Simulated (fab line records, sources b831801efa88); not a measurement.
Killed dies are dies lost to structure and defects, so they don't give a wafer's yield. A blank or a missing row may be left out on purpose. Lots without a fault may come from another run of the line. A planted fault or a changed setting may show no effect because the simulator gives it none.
One fault seen from 2 desks | flow gf180mcu | each desk has only its own numbers; what lay behind them comes last

THE METROLOGY DESK
What the gauges read, lot by lot, whatever tool the lot ran on: means of the sampled wafers that have a number. A lot is out of limits, marked OUT, if its mean lies more than 4 standard deviations from the usual mean; the brackets give that distance.
Columns: A = HV_LDD_03_OVL at GF_HV_LDD_OVL_MEAS_47, usual -1.0 nm; B = PSD_RS at GF_PSD_RS_MEAS_15, usual 108.50 ohm/sq
lot  | first seen here | A                       | B
L399 | day 12 08:19    | -2.5                    | 108.22
L401 | day 12 23:40    | -0.0                    | 108.62
L402 | day 13 04:02    | -1.2                    | 108.65
L403 | day 13 14:13    | -0.7                    | 108.79
L405 | day 14 09:16    | 0.4                     | 108.49
L409 | day 16 00:31    | 258.3 (+99 or more) OUT | -
L411 | day 16 08:13    | 258.4 (+99 or more) OUT | -
L412 | day 16 15:56    | -2.1                    | 108.38
L415 | day 17 15:37    | -2.5                    | 108.31
L416 | day 17 21:19    | -1.0                    | 108.59
L418 | day 18 19:43    | -0.1                    | 108.90
L419 | day 19 05:13    | -0.4                    | 108.05
L421 | day 19 22:52    | -1.6                    | 108.41
This desk's finding: out of limits on L409, L411; first on L409, day 16 00:31 (HV_LDD_03_OVL at GF_HV_LDD_OVL_MEAS_47). In limits: L399, L401, L402, L403, L405, L412, L415, L416, L418, L419, L421.

THE TOOL OWNER'S DESK: iline_stepper-02
The tool's own readings at GF_HV_LDD_EXPOSE_43 (exposes mask Pplus HV AREA, target cd 400 nm): means of the sampled wafers that have a number, for each lot that ran on this tool. A lot is out of limits, marked OUT, if its mean lies more than 4 standard deviations from the usual mean; the brackets give that distance.
Columns: A = focus_offset_nm at GF_HV_LDD_EXPOSE_43, usual 0.0 nm; B = stage_vel_mm_s at GF_HV_LDD_EXPOSE_43, usual 500.05 mm/s
lot  | first seen here | A    | B
L403 | day 13 04:37    | -0.2 | 500.16
L405 | day 13 23:12    | 0.1  | 499.96
L409 | day 15 13:44    | 0.5  | 500.31
L411 | day 15 21:41    | -0.3 | 499.77
This desk's finding: nothing out of limits on any of the 4 lots.

PUT TOGETHER
The metrology desk could have raised an alarm at day 16 00:31, on L409, L411.
The tool owner's desk saw nothing out of limits.
The tool owner's desk has L409, L411 on record, within its limits.
Of the lots named, all ran GF_HV_LDD_EXPOSE_43 on iline_stepper-02.

WHAT THE SIMULATOR HAD PUT IN
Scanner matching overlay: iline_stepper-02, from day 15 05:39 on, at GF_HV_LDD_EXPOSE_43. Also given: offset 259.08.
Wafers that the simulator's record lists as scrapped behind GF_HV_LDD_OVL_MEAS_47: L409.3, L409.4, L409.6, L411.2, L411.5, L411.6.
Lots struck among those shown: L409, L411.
Hours from the fault's start to each desk's first reading out of limits: the metrology desk, 19.
